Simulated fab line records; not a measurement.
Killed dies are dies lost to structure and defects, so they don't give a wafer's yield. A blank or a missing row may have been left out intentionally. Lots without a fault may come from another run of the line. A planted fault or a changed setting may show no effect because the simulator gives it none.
One fault through the eyes of 2 desks | flow gf180mcu | what lay behind the numbers comes last; until then each desk has only its own

METROLOGY DESK
Lot by lot, what the gauges showed, no matter which tool ran the lot: averages of those sampled wafers that carry a number. A lot is out of limits, marked OUT, if its mean lies more than 4 standard deviations from the usual mean; the brackets give that distance.
Columns: A = LVPWELL_TW at GF_LVPWELL_TW_MEAS_11, usual 556; B = VT_IMPLANT_TW at GF_VT_IMPLANT_TW_MEAS_10, usual 563; C = VT_IMPLANT_3_TW at GF_VT_IMPLANT_TW_MEAS_32, usual 268.5
lot  | first seen here | A   | B   | C
L424 | day 3 21:04     | 562 | 557 | 269.9
L425 | day 4 03:29     | 557 | 558 | 264.5
L426 | day 4 09:56     | 558 | 563 | 270.1
L427 | day 4 13:31     | 556 | 560 | 268.3
L428 | day 4 20:07     | 556 | 570 | 271.8
L430 | day 5 06:17     | 559 | 565 | 269.9
L436 | day 6 16:18     | 558 | 556 | 270.2
L437 | day 6 21:58     | 556 | 556 | 264.6
L438 | day 7 05:50     | 551 | 556 | 270.6
L439 | day 7 10:32     | 552 | 566 | 271.9
L440 | day 7 15:41     | 552 | 570 | 265.7
L445 | day 8 20:53     | 552 | 570 | 271.8
L446 | day 9 01:32     | 562 | 569 | 267.6
L447 | day 9 06:28     | 552 | 571 | 270.7
This desk found nothing out of limits on any of the 14 lots.

THE TOOL OWNER'S DESK: cmp-02
The tool's own readings at GF_STI_CMP_25 (polishes, stops on Si3N4, t overpolish 33 s, target thk 524.6 nm): means of the sampled wafers that have a number, for each lot that ran on this tool. A lot is out of limits, marked OUT, if its mean lies more than 4 standard deviations from the usual mean; the brackets give that distance.
Columns: A = motorCurrentA at GF_STI_CMP_25, usual 12.0 A; B = overpolishRunS at GF_STI_CMP_25, usual 33.000 s; C = timeToEndpointS at GF_STI_CMP_25, usual 119 s
lot  | first seen here | A    | B      | C
L427 | day 2 19:22     | 11.9 | 33.005 | 123
L430 | day 3 10:07     | 11.7 | 32.999 | 121
L436 | day 4 17:12     | 12.4 | 33.005 | 238 (+31) OUT
L437 | day 4 22:05     | 13.0 | 33.003 | 155 (+9.5) OUT
L438 | day 5 04:20     | 11.6 | 32.998 | 163 (+11) OUT
Finding of this desk: L436, L437, L438 out of limits; the first was L436 at day 4 17:12, on timeToEndpointS at GF_STI_CMP_25. In limits: L427, L430.

ALL TOGETHER
At day 4 17:12, on L436, L437, L438, the tool owner's desk was in a position to raise an alarm.
Metrology desk: nothing out of limits seen.
The metrology desk holds a record of L436, L437, L438, inside its limits.
The lots listed all ran GF_STI_CMP_25 on cmp-02.

WHAT HAD BEEN PUT IN BY THE SIMULATOR
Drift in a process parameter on cmp-02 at GF_STI_CMP_25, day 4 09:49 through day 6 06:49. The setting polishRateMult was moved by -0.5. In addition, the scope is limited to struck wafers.
Shown lots that were struck: L436, L437, L438.
Delay in hours, fault start to first out-of-limits reading, by desk: the tool owner's desk at 7.
